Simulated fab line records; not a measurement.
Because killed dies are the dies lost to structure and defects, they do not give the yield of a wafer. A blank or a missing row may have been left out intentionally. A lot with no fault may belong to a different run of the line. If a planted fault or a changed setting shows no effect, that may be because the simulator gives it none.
Problem report in the 8D (eight disciplines) form, filled by code	flow gf180mcu	the parts of the form that need people (team, actions taken, sign-off) are left out

== 1. WHAT WENT WRONG ==
Mean of exposureDoseMJCm2 at GF_V2_EXPOSE_11: 37.28 across 9 wafers in 3 lots; on wafers with no fault it is 38.01 (standard deviation 0.044). That is -17 standard deviations from the usual mean.
The step: exposes mask Via2, target cd 260 nm.
Seen first at day 22 16:04 on krfScanner-02, wafer L231.1. The record has a number at this step for 36 wafers belonging to 12 lots. Rule for "out" (also "out of limits"): further than 4 standard deviations from the usual mean. All remaining wafers that have a number are taken as sound.

== 2. WHAT IT IS; WHAT IT IS NOT ==
question	is	is not
which readings at this step	exposureDoseMJCm2	-
which lots	L231, L234, L236	L223, L224, L225, L226, L233, L235, L240, L243, L245
which wafers of those lots	all that have a number	-
read on which tools	krfScanner-02	krfScanner-01
when	from day 22 16:04	up to then (12 sound wafers); but 15 sound wafers of L233, L235, L240, L243, L245 came after

== 3. WHAT RULES OUT EACH SUSPECT ==
Counting: a tool at a process step up to the reading stays a suspect if it ran every lot that is out and no sound lot after the first of them.
- krfScanner-02 at GF_V2_EXPOSE_11 (exposes mask Via2, target cd 260 nm): kept. It ran every lot that is out, first L231 (day 22 16:04), and no sound lot after that; its last sound lot up to then is L226 (day 20 22:11). On those wafers its own readings are out: exposureDoseMJCm2.
The count leaves krfScanner-02 at GF_V2_EXPOSE_11.

== 4. THE CAUSE (what the simulator had put in) ==
Process parameter drift: krfScanner-02, from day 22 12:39 on, at GF_V2_EXPOSE_11. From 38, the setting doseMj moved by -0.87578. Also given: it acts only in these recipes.
The count eliminated every tool but this one.

== 5. SEQUENCE OF EFFECTS, ordered by route ==
Rows list readings where the struck wafers' mean (over those with a number) sits beyond 3 standard deviations from the usual. Readings are gone through only where the record gives a usual standard deviation; hours: the median, over the lots, of the time from a lot's start at the first step in this table giving one to that lot's start at this step; sigmas: the change measured in usual standard deviations.
hours	step	reading	usual	on struck wafers	change	sigmas
0	GF_V2_EXPOSE_11	exposureDoseMJCm2	38.01	37.28	-0.73	-17
Here are the process steps it includes:
- GF_V2_EXPOSE_11: exposes mask Via2, target cd 260 nm.

== 6. HOW IT WOULD HAVE BEEN CAUGHT EARLIER ==
3 hours passed between the start of the fault at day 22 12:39 and the first reading out of limits in this record, taken at day 22 16:04.
